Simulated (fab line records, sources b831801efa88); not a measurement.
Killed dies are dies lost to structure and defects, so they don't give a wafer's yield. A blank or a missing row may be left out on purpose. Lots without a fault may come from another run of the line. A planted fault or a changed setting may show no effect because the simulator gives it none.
Which tool did it? | flow gf180mcu | 6 lots, 18 wafers sampled, at 2 steps of a route of 602

WHAT THE GAUGES READ, wafer by wafer
GF_V1_RS_MEAS_24: measures by four-point-probe.
lot  | measured     | on            | V1_W_RS (ohm/sq)
L564 | day 18 18:22 | film_metro-01 | 0.323 0.324 0.327
L566 | day 19 14:10 | film_metro-01 | 0.321 0.320 0.321
L572 | day 21 14:44 | film_metro-01 | 0.326 0.323 0.327
L578 | day 24 00:58 | film_metro-04 | 0.329 0.323 0.324
L580 | day 24 09:16 | film_metro-04 | 0.323 0.329 0.328
L584 | day 25 13:49 | film_metro-04 | 0.327 0.331 0.328

WHICH TOOL RAN EACH LOT (tool, then ch and the chambers of the sampled wafers, then the start)
lot  | GF_V1_CVD_23
L564 | cvd_w-01 ch 0,1, day 18 18:14
L566 | cvd_w-02 ch 0,1, day 19 14:03
L572 | cvd_w-01 ch 0,1, day 21 14:37
L578 | cvd_w-01 ch 0,1, day 24 00:50
L580 | cvd_w-02 ch 0,1, day 24 09:09
L584 | cvd_w-02 ch 0,1, day 25 13:42
- GF_V1_CVD_23: deposits W, target thk 350 nm, time 105.05 s.

THE ANSWER, worked out from the rows above alone
Rule: what is usual is taken from the lots themselves. Put in order of their means at a reading, lots are off if they are a third of the lots or fewer, leave a main group of 4 or more, and stand apart from it by a gap of 3 or more times the standard deviation of the main group's means; of several such gaps the widest counts. A main group whose means are all the same, to the digits that the tables above print for the reading, isn't used. A lot without any number at a reading at which 4 lots or more have one is off too. The other lots that the step has rows for count as sound.
No lot is off at any reading shown: from this, nothing can be told.

WHAT THE SIMULATOR HAD PUT IN
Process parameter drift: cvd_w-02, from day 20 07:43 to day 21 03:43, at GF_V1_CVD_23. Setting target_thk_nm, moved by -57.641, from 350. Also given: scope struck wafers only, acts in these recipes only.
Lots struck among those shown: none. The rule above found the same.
